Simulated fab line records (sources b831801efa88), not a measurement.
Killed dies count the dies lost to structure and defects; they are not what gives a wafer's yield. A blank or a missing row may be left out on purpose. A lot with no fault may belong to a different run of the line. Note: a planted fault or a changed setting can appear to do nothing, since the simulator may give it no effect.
Matching of chambers :: flow sky130 :: 4 sister chambers for SKY_VIA1_CMP_24 on cmp-01
The step polishes, stops on SiO2, t overpolish 15 s, target thk 0 nm. 8 wafers are shown with their chamber, then 8 later ones without.

## EACH WAFER AND ITS CHAMBER
wafer: L672.2
chamber: 3
motor_current_A (A): 11.2

wafer: L673.1
chamber: 2
motor_current_A (A): 11.2

wafer: L673.3
chamber: 3
motor_current_A (A): 11.7

wafer: L676.3
chamber: 1
motor_current_A (A): 10.5

wafer: L679.1
chamber: 1
motor_current_A (A): 11.4

wafer: L679.2
chamber: 0
motor_current_A (A): 11.6

wafer: L679.5
chamber: 0
motor_current_A (A): 11.5

wafer: L682.1
chamber: 2
motor_current_A (A): 11.0

## WAFERS MISSING THEIR CHAMBER
wafer: L682.2
motor_current_A (A): 10.7

wafer: L682.4
motor_current_A (A): 11.1

wafer: L684.1
motor_current_A (A): 11.9

wafer: L684.4
motor_current_A (A): 11.4

wafer: L684.5
motor_current_A (A): 11.4

wafer: L692.2
motor_current_A (A): 11.0

wafer: L692.5
motor_current_A (A): 11.7

wafer: L692.6
motor_current_A (A): 11.8

## EACH ONE'S CHAMBER
wafer: L682.2
from the rows above: can't be placed: 1 or 2 or 3 or 0
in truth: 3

wafer: L682.4
from the rows above: can't be placed: 2 or 1 or 3 or 0
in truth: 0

wafer: L684.1
from the rows above: can't be placed: 0 or 3 or 2 or 1
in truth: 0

wafer: L684.4
from the rows above: can't be placed: 3 or 0 or 2 or 1
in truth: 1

wafer: L684.5
from the rows above: can't be placed: 3 or 0 or 2 or 1
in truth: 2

wafer: L692.2
from the rows above: can't be placed: 1 or 2 or 3 or 0
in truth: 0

wafer: L692.5
from the rows above: can't be placed: 0 or 3 or 2 or 1
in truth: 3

wafer: L692.6
from the rows above: can't be placed: 0 or 3 or 2 or 1
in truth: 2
Correct placement for 0 of the 8. Cannot be placed on the basis of these rows: 8; the candidates contain the true chamber in 8. 0 placed wrongly.
How it was worked out, from the rows above alone: a wafer's distance from a chamber is the root of the sum, over the readings, of the square of ((its reading less the chamber's mean) divided by the reading's scatter). If the next closest chamber is less than 2 further off than the closest, the wafer can't be placed; otherwise it belongs to the closest. The mean given for a chamber averages the wafers shown for that chamber. The scatter: take each reading less its chamber's mean, square it, sum over the shown wafers, divide by the number of wafers less the number of chambers, and take the root.
